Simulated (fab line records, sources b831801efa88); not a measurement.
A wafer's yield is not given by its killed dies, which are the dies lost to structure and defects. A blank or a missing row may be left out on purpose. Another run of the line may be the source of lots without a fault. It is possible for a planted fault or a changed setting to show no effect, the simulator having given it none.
Which tool was responsible?	flow gf180mcu	24 lots with 72 wafers sampled at 5 steps, on a route of 602 steps

== WHAT EACH GAUGE READ, for each wafer ==
GF_M1_OVL_MEAS_15. Usual: M1_OVL 4 nm, standard deviation 4.4.
lot	measured	on	M1_OVL (nm)	flag
L074	day 16 23:13	overlay-02	7 5 9	
L075	day 17 09:10	overlay-01	4 1 -1	
L076	day 17 12:37	overlay-01	-1 -5 0	
L077	day 18 07:31	overlay-01	4 -1 14	
L078	day 18 17:13	overlay-01	7 4 1	
L079	day 19 07:36	overlay-01	1 3 3	
L080	day 19 10:28	overlay-01	2 2 0	
L081	day 19 16:27	overlay-01	7 2 -1	
L082	day 20 07:36	overlay-02	4 6 1	
L083	day 20 19:22	overlay-02	0 0 -3	
L084	day 20 22:55	overlay-02	13 6 16	
L085	day 21 02:16	overlay-02	12 7 13	
L086	day 21 15:15	overlay-02	1 1 3	
L087	day 22 00:51	overlay-01	6 8 7	
L088	day 22 06:35	overlay-02	3 5 6	
L089	day 22 20:27	overlay-01	8 11 3	
L090	day 23 01:13	overlay-02	-4 2 7	
L091	day 23 07:25	overlay-01	8 7 1	
L092	day 23 14:15	overlay-02	-1 3 5	
L093	day 23 22:34	overlay-01	9 4 10	
L094	day 24 04:07	overlay-02	4 0 8	
L095	day 24 15:05	overlay-01	0 -5 2	
L096	day 24 20:35	overlay-02	1 -2 0	
L097	day 25 05:28	overlay-01	3 2 3	

GF_M5_OVL_MEAS_08. Usual: M5_OVL 3 nm, standard deviation 5.7.
lot	measured	on	M5_OVL (nm)	flag
L074	day 26 04:46	overlay-01	-1 -5 0	
L075	day 26 14:19	overlay-01	5 -6 -1	
L076	day 26 15:24	overlay-02	-6 -2 0	
L077	day 27 06:42	overlay-02	4 8 10	
L078	day 27 17:11	overlay-02	3 -1 3	
L079	day 28 04:42	overlay-01	15 6 16	
L080	day 28 06:55	overlay-01	3 1 6	
L081	day 28 13:14	overlay-01	-1 -3 9	
L082	day 28 22:31	overlay-01	4 8 5	
L083	day 29 10:28	overlay-01	-9 4 -1	
L084	day 29 12:26	overlay-01	8 1 8	
L085	day 29 14:07	overlay-01	9 7 -1	
L086	day 30 01:21	overlay-02	8 12 8	
L087	day 30 08:41	overlay-02	-5 6 3	
L088	day 30 13:14	overlay-02	7 9 3	
L089	day 31 20:17	overlay-02	-5 1 5	
L090	day 31 04:07	overlay-02	6 -5 -1	
L091	day 31 09:23	overlay-02	5 6 0	
L092	day 31 14:42	overlay-02	9 -1 8	
L093	day 31 20:31	overlay-01	12 4 10	
L094	day 32 01:07	overlay-02	12 -1 8	
L095	day 32 10:34	overlay-02	8 12 11	
L096	day 32 14:08	overlay-01	-1 6 -4	
L097	day 32 19:10	overlay-01	-7 -2 -7	

== TOOL THAT RAN EACH LOT (tool first, then ch and the chambers of the sampled wafers, then the start) ==
lot	GF_SALICIDE_RTA_06	GF_M1_SPUTTER_03	GF_M4_SPUTTER_01
L074	rtp-anneal-02 ch 0, day 15 02:16	pvd-sputter-02, day 16 01:10	pvd-sputter-02, day 22 07:48
L075	rtp-anneal-02 ch 0, day 15 10:06	pvd-sputter-02, day 16 10:00	pvd-sputter-04, day 22 19:44
L076	rtp-anneal-02 ch 0, day 15 13:14	pvd-sputter-01, day 16 13:20	pvd-sputter-03, day 22 21:09
L077	rtp-anneal-01 ch 0, day 16 06:41	pvd-sputter-02, day 17 07:53	pvd-sputter-04, day 23 14:00
L078	rtp-anneal-01 ch 0, day 16 15:42	pvd-sputter-04, day 17 17:03	pvd-sputter-03, day 23 23:53
L079	rtp-anneal-01 ch 0, day 17 05:05	pvd-sputter-01, day 18 06:57	pvd-sputter-04, day 24 13:29
L080	rtp-anneal-02 ch 0, day 17 08:31	pvd-sputter-02, day 18 09:47	pvd-sputter-03, day 24 16:16
L081	rtp-anneal-02 ch 0, day 17 14:13	pvd-sputter-01, day 18 16:17	pvd-sputter-04, day 24 23:00
L082	rtp-anneal-01 ch 0, day 18 03:40	pvd-sputter-01, day 19 06:53	pvd-sputter-03, day 25 09:59
L083	rtp-anneal-01 ch 0, day 18 16:33	pvd-sputter-02, day 19 19:00	pvd-sputter-04, day 25 22:13
L084	rtp-anneal-02 ch 0, day 18 19:57	pvd-sputter-04, day 19 22:31	pvd-sputter-03, day 26 01:07
L085	rtp-anneal-01 ch 0, day 19 00:23	pvd-sputter-01, day 20 02:32	pvd-sputter-03, day 26 03:20
L086	rtp-anneal-01 ch 0, day 19 12:40	pvd-sputter-04, day 20 15:03	pvd-sputter-04, day 26 15:21
L087	rtp-anneal-02 ch 0, day 19 22:03	pvd-sputter-01, day 21 00:57	pvd-sputter-04, day 27 00:32
L088	rtp-anneal-01 ch 0, day 20 04:12	pvd-sputter-04, day 21 06:38	pvd-sputter-02, day 27 04:36
L089	rtp-anneal-02 ch 0, day 20 18:37	pvd-sputter-02, day 21 20:45	pvd-sputter-03, day 27 16:34
L090	rtp-anneal-02 ch 0, day 20 23:58	pvd-sputter-02, day 22 01:50	pvd-sputter-02, day 27 21:41
L091	rtp-anneal-02 ch 0, day 21 06:11	pvd-sputter-04, day 22 08:10	pvd-sputter-03, day 28 02:46
L092	rtp-anneal-01 ch 0, day 21 12:43	pvd-sputter-02, day 22 14:47	pvd-sputter-04, day 28 08:35
L093	rtp-anneal-02 ch 0, day 21 22:19	pvd-sputter-04, day 22 23:55	pvd-sputter-04, day 28 15:56
L094	rtp-anneal-01 ch 0, day 22 02:53	pvd-sputter-01, day 23 05:02	pvd-sputter-04, day 28 20:29
L095	rtp-anneal-01 ch 0, day 22 15:35	pvd-sputter-02, day 23 16:33	pvd-sputter-04, day 29 07:01
L096	rtp-anneal-02 ch 0, day 22 20:34	pvd-sputter-02, day 23 22:18	pvd-sputter-04, day 29 12:02
L097	rtp-anneal-02 ch 0, day 23 06:55	pvd-sputter-02, day 24 07:52	pvd-sputter-03, day 29 18:08
- GF_SALICIDE_RTA_06: time 30 s.
- GF_M1_SPUTTER_03: material Ti, target thk 10 nm, time 6.7 s.
- GF_M4_SPUTTER_01: material TiN, target thk 30 nm, time 25 s.

== AS READ BY THE TOOLS THEMSELVES (means over the sampled wafers that have a number; for cases with no such wafer, the mark the record gives instead) ==
GF_SALICIDE_RTA_06. Usual: lamp-power-pct 7.37 %, standard deviation 0.2; wafer_temp_C_max 532.4, standard deviation 0.91.
lot	tool	lamp-power-pct (%)	wafer_temp_C_max	flag
L074	rtp-anneal-02	7.55	533.5	
L075	rtp-anneal-02	7.57	533.3	
L076	rtp-anneal-02	7.56	532.8	
L077	rtp-anneal-01	7.15	531.5	
L078	rtp-anneal-01	7.15	531.9	
L079	rtp-anneal-01	7.15	531.8	
L080	rtp-anneal-02	7.56	532.8	
L081	rtp-anneal-02	7.56	533.2	
L082	rtp-anneal-01	7.15	532.0	
L083	rtp-anneal-01	7.15	532.0	
L084	rtp-anneal-02	7.56	532.8	
L085	rtp-anneal-01	7.15	531.3	
L086	rtp-anneal-01	7.15	531.6	
L087	rtp-anneal-02	7.56	533.5	
L088	rtp-anneal-01	7.16	531.0	
L089	rtp-anneal-02	7.56	532.9	
L090	rtp-anneal-02	7.56	533.0	
L091	rtp-anneal-02	7.56	533.6	
L092	rtp-anneal-01	7.15	531.3	
L093	rtp-anneal-02	7.56	533.6	
L094	rtp-anneal-01	7.15	531.6	
L095	rtp-anneal-01	7.15	531.6	
L096	rtp-anneal-02	7.56	533.2	
L097	rtp-anneal-02	7.56	533.1	

GF_M1_SPUTTER_03. Usual: throttle-valve-pct 29.4 %, standard deviation 1.2.
lot	tool	throttle-valve-pct (%)	flag
L074	pvd-sputter-02	28.5	
L075	pvd-sputter-02	28.9	
L076	pvd-sputter-01	30.5	
L077	pvd-sputter-02	29.1	
L078	pvd-sputter-04	29.0	
L079	pvd-sputter-01	30.0	
L080	pvd-sputter-02	28.8	
L081	pvd-sputter-01	29.7	
L082	pvd-sputter-01	30.4	
L083	pvd-sputter-02	28.3	
L084	pvd-sputter-04	29.3	
L085	pvd-sputter-01	31.0	
L086	pvd-sputter-04	29.1	
L087	pvd-sputter-01	31.0	
L088	pvd-sputter-04	28.9	
L089	pvd-sputter-02	28.8	
L090	pvd-sputter-02	29.0	
L091	pvd-sputter-04	28.4	
L092	pvd-sputter-02	28.8	
L093	pvd-sputter-04	29.6	
L094	pvd-sputter-01	31.1	
L095	pvd-sputter-02	29.9	
L096	pvd-sputter-02	28.8	
L097	pvd-sputter-02	28.8	

GF_M4_SPUTTER_01. Usual: throttle-valve-pct 29.2 %, standard deviation 0.78.
lot	tool	throttle-valve-pct (%)	flag
L074	pvd-sputter-02	28.7	
L075	pvd-sputter-04	29.0	
L076	pvd-sputter-03	29.1	
L077	pvd-sputter-04	28.6	
L078	pvd-sputter-03	28.9	
L079	pvd-sputter-04	29.4	
L080	pvd-sputter-03	29.6	
L081	pvd-sputter-04	29.5	
L082	pvd-sputter-03	29.8	
L083	pvd-sputter-04	29.1	
L084	pvd-sputter-03	29.6	
L085	pvd-sputter-03	29.2	
L086	pvd-sputter-04	28.7	
L087	pvd-sputter-04	28.6	
L088	pvd-sputter-02	29.2	
L089	pvd-sputter-03	29.2	
L090	pvd-sputter-02	29.7	
L091	pvd-sputter-03	28.9	
L092	pvd-sputter-04	28.9	
L093	pvd-sputter-04	29.3	
L094	pvd-sputter-04	29.2	
L095	pvd-sputter-04	28.9	
L096	pvd-sputter-04	28.6	
L097	pvd-sputter-03	29.3	

== THE ANSWER, worked out from the rows above alone ==
Rule: a lot counts as off when the mean over its wafers that have a number is more than 3 standard deviations away from the usual mean. Also off: a lot with no number at a reading for which 4 or more lots have one. All remaining lots with rows at the step are treated as sound. Order of review: gauges by route order, followed by the tools' own readings, for which a lot's mean as printed above is used. At the first step where some lot is off, the reading lying furthest off is the one used; lots without a number count as furthest.
No lot is off on any of the readings shown, so nothing can be concluded from this.

== WHAT HAD BEEN PUT IN BY THE SIMULATOR ==
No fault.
